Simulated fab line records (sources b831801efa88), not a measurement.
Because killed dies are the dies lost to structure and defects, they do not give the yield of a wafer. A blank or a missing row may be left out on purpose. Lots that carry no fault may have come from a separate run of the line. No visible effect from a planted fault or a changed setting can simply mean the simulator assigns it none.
The tool behind it: which one? | flow gf180mcu | Sampling: 12 lots, 36 wafers, 3 of 602 route steps

WHAT EACH GAUGE READ, for each wafer
GF_PSD_RS_MEAS_14: measurement is done with a four-point probe. Usual: for NSD_RS the level is 46.14 ohm/sq and the standard deviation is 0.083.
lot  | measured     | on            | NSD_RS (ohm/sq)   | flag
L420 | day 15 08:12 | film-metro-01 | 46.15 46.12 46.20 |
L422 | day 16 12:59 | film-metro-01 | 46.22 46.13 46.12 |
L423 | day 16 19:01 | film-metro-02 | 47.19 47.15 47.05 | OFF
L424 | day 16 22:32 | film-metro-04 | 47.11 47.17 47.13 | OFF
L427 | day 17 22:29 | film-metro-01 | 46.17 46.04 46.24 |
L428 | day 18 07:32 | film-metro-04 | 46.14 46.12 46.03 |
L431 | day 20 00:28 | film-metro-04 | 46.04 46.10 46.05 |
L435 | day 20 21:11 | film-metro-02 | 46.06 46.02 46.16 |
L434 | day 20 22:24 | film-metro-02 | 46.24 46.21 46.23 |
L436 | day 21 21:11 | film-metro-04 | 46.09 46.25 46.27 |
L438 | day 22 01:14 | film-metro-02 | 46.18 46.19 46.12 |
L439 | day 22 13:29 | film-metro-02 | 46.03 45.93 45.98 |

TOOL THAT RAN EACH LOT (tool first, then ch and the chambers of the sampled wafers, then the start)
lot  | GF_NSD_IMPLANT_10               | GF_NSD_STRIP_11
L420 | implanter-03 ch 0, day 14 11:23 | plasma-asher-04 ch 0,1, day 14 11:31
L422 | implanter-02 ch 0, day 15 14:23 | plasma-asher-02 ch 0,1, day 15 14:32
L423 | implanter-02 ch 0, day 15 20:23 | plasma-asher-02 ch 0,1, day 15 20:32
L424 | implanter-02 ch 0, day 16 00:28 | plasma-asher-02 ch 0,1, day 16 00:37
L427 | implanter-01 ch 0, day 16 23:37 | plasma-asher-01 ch 0,1, day 16 23:46
L428 | implanter-03 ch 0, day 17 08:02 | plasma-asher-01 ch 0,1, day 17 08:11
L431 | implanter-03 ch 0, day 18 22:50 | plasma-asher-02 ch 0,1, day 18 22:59
L435 | implanter-03 ch 0, day 19 20:00 | plasma-asher-04 ch 0,1, day 19 20:09
L434 | implanter-02 ch 0, day 19 20:45 | plasma-asher-04 ch 0,1, day 19 20:53
L436 | implanter-01 ch 0, day 20 20:47 | plasma-asher-02 ch 0, day 20 20:55
L438 | implanter-01 ch 0, day 21 00:35 | plasma-asher-04 ch 0,1, day 21 00:44
L439 | implanter-02 ch 0, day 21 13:28 | plasma-asher-04 ch 0,1, day 21 13:37
- GF_NSD_IMPLANT_10
- GF_NSD_STRIP_11: strips in O2/N2.

WHAT THE TOOLS THEMSELVES READ (means of the sampled wafers that have a number; where no wafer has one, the mark that the record gives instead)
GF_NSD_IMPLANT_10. Usual: dose-ions-cm2 5e+14, standard deviation 5.3e+11; faraday-current-uA 2797, standard deviation 51.
lot  | tool         | dose-ions-cm2 | faraday-current-uA | flag
L420 | implanter-03 | 5e+14         | 2777               |
L422 | implanter-02 | 5e+14         | 2822               |
L423 | implanter-02 | 4e+14         | 2414               | OFF
L424 | implanter-02 | 4e+14         | 2402               | OFF
L427 | implanter-01 | 5e+14         | 2817               |
L428 | implanter-03 | 5e+14         | 2786               |
L431 | implanter-03 | 5e+14         | 2827               |
L435 | implanter-03 | 5e+14         | 2751               |
L434 | implanter-02 | 5e+14         | 2802               |
L436 | implanter-01 | 5e+14         | 2804               |
L438 | implanter-01 | 5e+14         | 2816               |
L439 | implanter-02 | 5e+14         | 2814               |

GF_NSD_STRIP_11. Usual: drypump-motor-current-A 5.7 A, standard deviation 0.35; heater-power-w 332 W, standard deviation 17; oes-product-au 0.487 a.u., standard deviation 0.0041; strip-time-to-endpoint-s 22.95 s, standard deviation 0.03.
lot  | tool            | drypump-motor-current-A (A) | heater-power-w (W) | oes-product-au (a.u.) | strip-time-to-endpoint-s (s) | flag
L420 | plasma-asher-04 | 5.3                         | 325                | 0.487                 | 22.97                        |
L422 | plasma-asher-02 | 5.9                         | 333                | 0.485                 | 22.96                        |
L423 | plasma-asher-02 | 5.9                         | 332                | 0.485                 | 22.87                        |
L424 | plasma-asher-02 | 5.8                         | 332                | 0.488                 | 22.87                        |
L427 | plasma-asher-01 | 5.9                         | 338                | 0.484                 | 22.96                        |
L428 | plasma-asher-01 | 5.9                         | 334                | 0.488                 | 22.99                        |
L431 | plasma-asher-02 | 6.0                         | 339                | 0.485                 | 22.96                        |
L435 | plasma-asher-04 | 5.6                         | 317                | 0.485                 | 22.89                        |
L434 | plasma-asher-04 | 5.6                         | 314                | 0.487                 | 22.91                        |
L436 | plasma-asher-02 | 6.2                         | 339                | 0.491                 | 22.94                        |
L438 | plasma-asher-04 | 5.3                         | 325                | 0.487                 | 22.94                        |
L439 | plasma-asher-04 | 5.3                         | 325                | 0.486                 | 22.96                        |

THE ANSWER, worked out from the rows above alone
Rule: a lot is off if the mean of its wafers that have a number lies more than 3 standard deviations from the usual mean. A lot without any number at a reading at which 4 lots or more have one is off too. Any other lot the step has rows for is counted as sound. First the gauges in route order, then the tools' own readings, where a lot's mean is used as printed above. The first step at which some lot is off is used, and at that step the reading that is off furthest; a lot without a number counts as furthest.
Off: at GF_PSD_RS_MEAS_14 (NSD_RS), L423, L424.
A tool fits if, at a process step before that reading, it ran every lot that is off, and no sound lot after the first of them. Not tried: the gauges at GF_PSD_RS_MEAS_14; whatever is off there is also off at GF_NSD_IMPLANT_10, on other tools, and gauge error can't account for it. None of those tried fits.

WHAT THE SIMULATOR PUT IN
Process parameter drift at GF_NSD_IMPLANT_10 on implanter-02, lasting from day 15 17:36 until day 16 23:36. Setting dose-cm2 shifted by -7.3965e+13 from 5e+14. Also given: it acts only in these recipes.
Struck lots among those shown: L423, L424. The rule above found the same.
